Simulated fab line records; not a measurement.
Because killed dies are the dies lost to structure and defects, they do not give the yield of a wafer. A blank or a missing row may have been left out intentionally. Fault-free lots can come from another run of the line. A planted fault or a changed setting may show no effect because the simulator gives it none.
A single fault, viewed from 2 desks || flow sky130 || numbers are kept per desk, each desk with only its own; the story behind them comes last

THE METROLOGY DESK
What the gauges read, lot by lot, whatever tool the lot ran on: means of the sampled wafers that have a number. A lot is out of limits, marked OUT, if its mean lies more than 4 standard deviations from the usual mean; the brackets give that distance.
Columns: A = LI_CONTACT_BOW at SKY_LI_CONTACT_BOW_MEAS_03, usual 57 um; B = cd-nm at SKY_LI_CONTACT_CD_MEAS_12, usual 169.8 nm
{"lot": "L214", "first seen here": "day 28 17:53", "A": 59, "B": 170.5}
{"lot": "L215", "first seen here": "day 29 05:16", "A": 56, "B": 172.5}
{"lot": "L216", "first seen here": "day 29 08:35", "A": 59, "B": 168.3}
{"lot": "L217", "first seen here": "day 29 21:23", "A": 55, "B": 168.9}
{"lot": "L219", "first seen here": "day 30 08:16", "A": 61, "B": 170.4}
{"lot": "L221", "first seen here": "day 31 07:37", "A": 54, "B": 169.5}
{"lot": "L228", "first seen here": "day 33 12:14", "A": 53, "B": 170.4}
{"lot": "L229", "first seen here": "day 33 19:01", "A": 60, "B": 168.0}
{"lot": "L231", "first seen here": "day 34 12:33", "A": 53, "B": 170.3}
{"lot": "L232", "first seen here": "day 34 14:56", "A": 61, "B": 173.0}
{"lot": "L234", "first seen here": "day 35 07:00", "A": 57, "B": 169.2}
{"lot": "L236", "first seen here": "day 35 18:16", "A": 49, "B": 168.6}
{"lot": "L237", "first seen here": "day 35 21:16", "A": 57, "B": 173.0}
This desk's finding: nothing out of limits on any of the 13 lots.

THE TOOL OWNER'S DESK: litho-track-04
Per lot that ran on this tool, the mean of the sampled wafers carrying a number, from the tool's own readings at SKY_LI_CONTACT_SOFTBAKE_08 (time 90 s). A lot is out of limits, marked OUT, if its mean lies more than 4 standard deviations from the usual mean; the brackets give that distance.
Columns: A = heater-power-total-W at SKY_LI_CONTACT_SOFTBAKE_08, usual 57.36 W; B = plate-temp-C at SKY_LI_CONTACT_SOFTBAKE_08, usual 100.02 C
{"lot": "L216", "first seen here": "day 29 22:00", "A": 57.34, "B": 99.86}
{"lot": "L219", "first seen here": "day 30 22:00", "A": 57.32, "B": 99.99}
{"lot": "L229", "first seen here": "day 34 08:00", "A": "53.94 (-31) OUT", "B": "95.57 (-40) OUT"}
{"lot": "L231", "first seen here": "day 35 01:00", "A": "53.82 (-32) OUT", "B": "95.60 (-40) OUT"}
Finding of this desk: L229, L231 out of limits; the first was L229 at day 34 08:00, on heater-power-total-W at SKY_LI_CONTACT_SOFTBAKE_08. Within limits: L216, L219.

PUT TOGETHER
An alarm could have come from the tool owner's desk at day 34 08:00, on L229, L231.
Nothing out of limits was seen by the metrology desk.
The metrology desk has L229, L231 on record, within its limits.
Of the lots named, all ran SKY_LI_CONTACT_SOFTBAKE_08 on litho-track-04.

WHAT WAS PUT IN BY THE SIMULATOR
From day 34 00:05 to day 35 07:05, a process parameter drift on litho-track-04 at SKY_LI_CONTACT_SOFTBAKE_08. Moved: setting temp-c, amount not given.
Struck lots among those shown: L229, L231.
How many hours passed from the start of the fault until each desk's first out-of-limits reading: the tool owner's desk, 8.
